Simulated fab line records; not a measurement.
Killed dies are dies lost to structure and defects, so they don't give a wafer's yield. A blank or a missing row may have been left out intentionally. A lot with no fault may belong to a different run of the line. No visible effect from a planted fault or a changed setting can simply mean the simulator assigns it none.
Which of the tools did it? -- flow gf180mcu -- 6 lots with 18 wafers sampled at 3 steps, on a route of 602 steps

## WHAT EACH GAUGE READ, for each wafer
GF_LVPWELL_TW_MEAS_11.
lot,measured,on,LVPWELL_TW
L957,day 4 02:55,film_metro-02,555 554 551
L959,day 4 13:42,film_metro-01,552 552 554
L962,day 5 08:50,film_metro-01,555 555 555
L966,day 6 07:22,film_metro-04,555 557 555
L973,day 7 21:37,film_metro-04,30 30 30
L978,day 9 01:49,film_metro-02,555 560 558

## WHAT TOOL EACH LOT RAN ON (gives the tool, then ch and the chambers of the sampled wafers, and finally the start)
lot,GF_NWELL_STRIP_10,GF_LVPWELL_STRIP_10
L957,"plasma_asher-02 ch 0,1, day 3 13:35","plasma_asher-01 ch 0,1, day 4 02:49"
L959,"plasma_asher-02 ch 0,1, day 4 00:02","plasma_asher-02 ch 0,1, day 4 13:35"
L962,"plasma_asher-04 ch 1, day 4 18:19","plasma_asher-01 ch 0,1, day 5 08:44"
L966,"plasma_asher-02 ch 0,1, day 5 15:58","plasma_asher-03 ch 0,1, day 6 07:16"
L973,"plasma_asher-04 ch 0,1, day 7 05:47","plasma_asher-01 ch 0,1, day 7 21:31"
L978,"plasma_asher-01 ch 0,1, day 8 09:01","plasma_asher-02 ch 0,1, day 9 01:43"
- GF_NWELL_STRIP_10: strips in O2/N2.
- GF_LVPWELL_STRIP_10: strips in O2/N2.

## THE ANSWER, worked out from the rows above alone
Rule: the usual values come from the lots themselves. The widest of any qualifying gaps counts: lots, ordered by their means at a reading, are off when they make up no more than a third of the lots, leave a main group of 4 or more, and stand apart from it by 3 or more times the standard deviation of that group's means. A main group is skipped when, at the precision printed for the reading in the tables above, its means are all equal. Also off: a lot with no number at a reading for which 4 or more lots have one. All remaining lots with rows at the step are treated as sound.
Off: at GF_LVPWELL_TW_MEAS_11 (LVPWELL_TW), L973. Mean 555 and standard deviation 1.8 in the main group.
If a tool, at a process step before that reading, ran all the lots that are off and no sound lot after the first of them, it fits. Those tools and the gauges at GF_LVPWELL_TW_MEAS_11 are tried in the same way. Can't be told from this: 3 tools fit, plasma_asher-04 at GF_NWELL_STRIP_10, plasma_asher-01 at GF_LVPWELL_STRIP_10, film_metro-04 at GF_LVPWELL_TW_MEAS_11.

## WHAT THE SIMULATOR HAD PUT IN
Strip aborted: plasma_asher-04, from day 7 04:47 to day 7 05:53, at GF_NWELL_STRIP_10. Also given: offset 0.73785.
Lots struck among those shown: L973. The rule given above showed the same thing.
